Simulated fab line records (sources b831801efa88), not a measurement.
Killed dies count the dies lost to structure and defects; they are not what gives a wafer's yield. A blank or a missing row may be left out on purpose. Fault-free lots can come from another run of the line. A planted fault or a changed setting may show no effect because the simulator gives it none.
The tool behind it: which one? :: flow sfq_line :: 27 wafers from 9 lots sampled at 4 of the route's 325 steps

## WHAT THE GAUGES SHOWED, per wafer
Not one reading of a measure or inspect step in the record can be checked against a usual standard deviation.

## TOOL THAT RAN EACH LOT (tool first, then ch and the chambers of the sampled wafers, then the start)
lot: L409
SFQ_TRILAYER_I5_ETCH_VIA_ETCH_147: rie_diel-04 ch 0,1,2, day 57 20:49
SFQ_TRILAYER_I6_VIA_BARC_OPEN_VIA_ETCH_235: rie_diel-02 ch 0,2, day 73 15:14
SFQ_TRILAYER_M7_BARC_OPEN_METAL_ETCH_229: rie_metal-03 ch 0,1, day 73 18:45
SFQ_TRILAYER_I7_VIA_STRIP_STRIP_191: rie_metal-04 ch 0,1, day 74 04:57

lot: L410
SFQ_TRILAYER_I5_ETCH_VIA_ETCH_147: rie_diel-02 ch 1,3, day 58 11:13
SFQ_TRILAYER_I6_VIA_BARC_OPEN_VIA_ETCH_235: rie_diel-04 ch 0,1,3, day 73 17:38
SFQ_TRILAYER_M7_BARC_OPEN_METAL_ETCH_229: rie_metal-01 ch 0,1, day 73 21:10
SFQ_TRILAYER_I7_VIA_STRIP_STRIP_191: rie_metal-04 ch 0,1, day 74 07:16

lot: L411
SFQ_TRILAYER_I5_ETCH_VIA_ETCH_147: rie_diel-02 ch 1,2, day 58 16:01
SFQ_TRILAYER_I6_VIA_BARC_OPEN_VIA_ETCH_235: rie_diel-01 ch 0,2,3, day 73 21:14
SFQ_TRILAYER_M7_BARC_OPEN_METAL_ETCH_229: rie_metal-01 ch 0,1, day 74 03:16
SFQ_TRILAYER_I7_VIA_STRIP_STRIP_191: rie_metal-01 ch 0,1, day 74 13:13

lot: L412
SFQ_TRILAYER_I5_ETCH_VIA_ETCH_147: rie_diel-02 ch 1,2, day 58 19:37
SFQ_TRILAYER_I6_VIA_BARC_OPEN_VIA_ETCH_235: rie_diel-02 ch 2,3, day 73 23:38
SFQ_TRILAYER_M7_BARC_OPEN_METAL_ETCH_229: rie_metal-01 ch 0,1, day 74 05:40
SFQ_TRILAYER_I7_VIA_STRIP_STRIP_191: rie_metal-04 ch 0,1, day 74 18:52

lot: L413
SFQ_TRILAYER_I5_ETCH_VIA_ETCH_147: rie_diel-02 ch 0,1,3, day 65 11:50
SFQ_TRILAYER_I6_VIA_BARC_OPEN_VIA_ETCH_235: rie_diel-04 ch 1,2,3, day 76 21:22
SFQ_TRILAYER_M7_BARC_OPEN_METAL_ETCH_229: rie_metal-03 ch 0,1, day 77 01:00
SFQ_TRILAYER_I7_VIA_STRIP_STRIP_191: rie_metal-01 ch 0,1, day 77 09:41

lot: L414
SFQ_TRILAYER_I5_ETCH_VIA_ETCH_147: rie_diel-04 ch 1,2, day 65 23:50
SFQ_TRILAYER_I6_VIA_BARC_OPEN_VIA_ETCH_235: rie_diel-01 ch 0,1,2, day 77 02:11
SFQ_TRILAYER_M7_BARC_OPEN_METAL_ETCH_229: rie_metal-04 ch 0,1, day 77 05:42
SFQ_TRILAYER_I7_VIA_STRIP_STRIP_191: rie_metal-04 ch 0,1, day 77 14:41

lot: L415
SFQ_TRILAYER_I5_ETCH_VIA_ETCH_147: rie_diel-03 ch 0,2, day 66 09:26
SFQ_TRILAYER_I6_VIA_BARC_OPEN_VIA_ETCH_235: rie_diel-02 ch 0,3, day 77 06:58
SFQ_TRILAYER_M7_BARC_OPEN_METAL_ETCH_229: rie_metal-04 ch 0,1, day 77 10:44
SFQ_TRILAYER_I7_VIA_STRIP_STRIP_191: rie_metal-04 ch 0,1, day 77 18:32

lot: L416
SFQ_TRILAYER_I5_ETCH_VIA_ETCH_147: rie_diel-02 ch 0,1,2, day 67 01:02
SFQ_TRILAYER_I6_VIA_BARC_OPEN_VIA_ETCH_235: rie_diel-04 ch 0,1,2, day 77 08:10
SFQ_TRILAYER_M7_BARC_OPEN_METAL_ETCH_229: rie_metal-01 ch 1, day 77 13:08
SFQ_TRILAYER_I7_VIA_STRIP_STRIP_191: rie_metal-02 ch 0,1, day 78 00:32

lot: L417
SFQ_TRILAYER_I5_ETCH_VIA_ETCH_147: rie_diel-02 ch 0,2,3, day 68 19:02
SFQ_TRILAYER_I6_VIA_BARC_OPEN_VIA_ETCH_235: rie_diel-04 ch 0,2,3, day 79 04:22
SFQ_TRILAYER_M7_BARC_OPEN_METAL_ETCH_229: rie_metal-01 ch 0,1, day 79 12:13
SFQ_TRILAYER_I7_VIA_STRIP_STRIP_191: rie_metal-04 ch 0,1, day 80 00:43
- SFQ_TRILAYER_I5_ETCH_VIA_ETCH_147: etches the open film in CHF3, stops on Nb, target depth 360 nm.
- SFQ_TRILAYER_I6_VIA_BARC_OPEN_VIA_ETCH_235: etches BARC in O2, target depth 125 nm, time 41.7 s.
- SFQ_TRILAYER_M7_BARC_OPEN_METAL_ETCH_229: etches BARC in O2, target depth 125 nm, time 41.7 s.
- SFQ_TRILAYER_I7_VIA_STRIP_STRIP_191: strips in O2.

## AS READ BY THE TOOLS THEMSELVES (means over the sampled wafers that have a number; for cases with no such wafer, the mark the record gives instead)
SFQ_TRILAYER_I5_ETCH_VIA_ETCH_147. Usual: drypump_motor_current_A 5.8 A, standard deviation 0.45; oes_product_au 0.988 a.u., standard deviation 0.0059.
lot: L409
tool: rie_diel-04
drypump_motor_current_A (A): 5.8
oes_product_au (a.u.): 0.991
flag: 

lot: L410
tool: rie_diel-02
drypump_motor_current_A (A): 5.9
oes_product_au (a.u.): 0.992
flag: 

lot: L411
tool: rie_diel-02
drypump_motor_current_A (A): 5.5
oes_product_au (a.u.): 0.987
flag: 

lot: L412
tool: rie_diel-02
drypump_motor_current_A (A): 5.5
oes_product_au (a.u.): 0.983
flag: 

lot: L413
tool: rie_diel-02
drypump_motor_current_A (A): 6.0
oes_product_au (a.u.): 0.984
flag: 

lot: L414
tool: rie_diel-04
drypump_motor_current_A (A): 5.6
oes_product_au (a.u.): 0.991
flag: 

lot: L415
tool: rie_diel-03
drypump_motor_current_A (A): 6.0
oes_product_au (a.u.): 0.993
flag: 

lot: L416
tool: rie_diel-02
drypump_motor_current_A (A): 5.8
oes_product_au (a.u.): 0.979
flag: 

lot: L417
tool: rie_diel-02
drypump_motor_current_A (A): 5.5
oes_product_au (a.u.): 0.985
flag: 

SFQ_TRILAYER_I6_VIA_BARC_OPEN_VIA_ETCH_235. Usual: drypump_motor_current_A 5.9 A, standard deviation 0.45; oes_product_au 0.685 a.u., standard deviation 0.0047; run_length_s 69.9 s, standard deviation 0.42.
lot: L409
tool: rie_diel-02
drypump_motor_current_A (A): 5.6
oes_product_au (a.u.): 0.687
run_length_s (s): 70.0
flag: 

lot: L410
tool: rie_diel-04
drypump_motor_current_A (A): 5.8
oes_product_au (a.u.): 0.681
run_length_s (s): 70.1
flag: 

lot: L411
tool: rie_diel-01
drypump_motor_current_A (A): 6.0
oes_product_au (a.u.): 0.687
run_length_s (s): 69.7
flag: 

lot: L412
tool: rie_diel-02
drypump_motor_current_A (A): 5.2
oes_product_au (a.u.): 0.687
run_length_s (s): 69.9
flag: 

lot: L413
tool: rie_diel-04
drypump_motor_current_A (A): 5.7
oes_product_au (a.u.): 0.685
run_length_s (s): 70.3
flag: 

lot: L414
tool: rie_diel-01
drypump_motor_current_A (A): 6.2
oes_product_au (a.u.): 0.817
run_length_s (s): 60.1
flag: OFF

lot: L415
tool: rie_diel-02
drypump_motor_current_A (A): 5.7
oes_product_au (a.u.): 0.815
run_length_s (s): 60.9
flag: OFF

lot: L416
tool: rie_diel-04
drypump_motor_current_A (A): 5.8
oes_product_au (a.u.): 0.815
run_length_s (s): 60.4
flag: OFF

lot: L417
tool: rie_diel-04
drypump_motor_current_A (A): 6.0
oes_product_au (a.u.): 0.814
run_length_s (s): 60.8
flag: OFF

SFQ_TRILAYER_M7_BARC_OPEN_METAL_ETCH_229. Usual: drypump_motor_current_A 5.7 A, standard deviation 0.61; oes_product_au 0.685 a.u., standard deviation 0.005; run_length_s 69.7 s, standard deviation 0.45.
lot: L409
tool: rie_metal-03
drypump_motor_current_A (A): 6.3
oes_product_au (a.u.): 0.683
run_length_s (s): 69.7
flag: 

lot: L410
tool: rie_metal-01
drypump_motor_current_A (A): 5.9
oes_product_au (a.u.): 0.689
run_length_s (s): 69.6
flag: 

lot: L411
tool: rie_metal-01
drypump_motor_current_A (A): 5.9
oes_product_au (a.u.): 0.681
run_length_s (s): 69.4
flag: 

lot: L412
tool: rie_metal-01
drypump_motor_current_A (A): 5.6
oes_product_au (a.u.): 0.690
run_length_s (s): 70.1
flag: 

lot: L413
tool: rie_metal-03
drypump_motor_current_A (A): 6.3
oes_product_au (a.u.): 0.684
run_length_s (s): 69.8
flag: 

lot: L414
tool: rie_metal-04
drypump_motor_current_A (A): 5.5
oes_product_au (a.u.): 0.684
run_length_s (s): 69.6
flag: 

lot: L415
tool: rie_metal-04
drypump_motor_current_A (A): 5.4
oes_product_au (a.u.): 0.687
run_length_s (s): 69.5
flag: 

lot: L416
tool: rie_metal-01
drypump_motor_current_A (A): 6.2
oes_product_au (a.u.): 0.682
run_length_s (s): 69.2
flag: 

lot: L417
tool: rie_metal-01
drypump_motor_current_A (A): 5.6
oes_product_au (a.u.): 0.688
run_length_s (s): 69.8
flag: 

SFQ_TRILAYER_I7_VIA_STRIP_STRIP_191. Usual: drypump_motor_current_A 5.5 A, standard deviation 0.51; oes_product_au 1.000 a.u., standard deviation 0.008.
lot: L409
tool: rie_metal-04
drypump_motor_current_A (A): 5.1
oes_product_au (a.u.): 1.004
flag: 

lot: L410
tool: rie_metal-04
drypump_motor_current_A (A): 5.1
oes_product_au (a.u.): 0.989
flag: 

lot: L411
tool: rie_metal-01
drypump_motor_current_A (A): 5.9
oes_product_au (a.u.): 1.014
flag: 

lot: L412
tool: rie_metal-04
drypump_motor_current_A (A): 5.1
oes_product_au (a.u.): 0.998
flag: 

lot: L413
tool: rie_metal-01
drypump_motor_current_A (A): 5.6
oes_product_au (a.u.): 1.003
flag: 

lot: L414
tool: rie_metal-04
drypump_motor_current_A (A): 5.5
oes_product_au (a.u.): 1.002
flag: 

lot: L415
tool: rie_metal-04
drypump_motor_current_A (A): 5.1
oes_product_au (a.u.): 1.008
flag: 

lot: L416
tool: rie_metal-02
drypump_motor_current_A (A): 5.5
oes_product_au (a.u.): 1.005
flag: 

lot: L417
tool: rie_metal-04
drypump_motor_current_A (A): 5.5
oes_product_au (a.u.): 0.997
flag: 

## THE ANSWER, worked out from the rows above alone
Rule: lot off if the mean of its wafers having a number is beyond 3 standard deviations from the usual mean. Also off: a lot with no number at a reading for which 4 or more lots have one. Where the step has rows for the other lots, those lots are counted as sound. First the gauges in route order, then the tools' own readings, where a lot's mean is used as printed above. At the first step where some lot is off, the reading lying furthest off is the one used; lots without a number count as furthest.
Off, at SFQ_TRILAYER_I6_VIA_BARC_OPEN_VIA_ETCH_235 on oes_product_au: L414, L415, L416, L417.
A tool fits if, at that step or a process step before it, it ran every lot that is off, and no sound lot after the first of them. None of those tried fits.

## WHAT THE SIMULATOR HAD INSERTED
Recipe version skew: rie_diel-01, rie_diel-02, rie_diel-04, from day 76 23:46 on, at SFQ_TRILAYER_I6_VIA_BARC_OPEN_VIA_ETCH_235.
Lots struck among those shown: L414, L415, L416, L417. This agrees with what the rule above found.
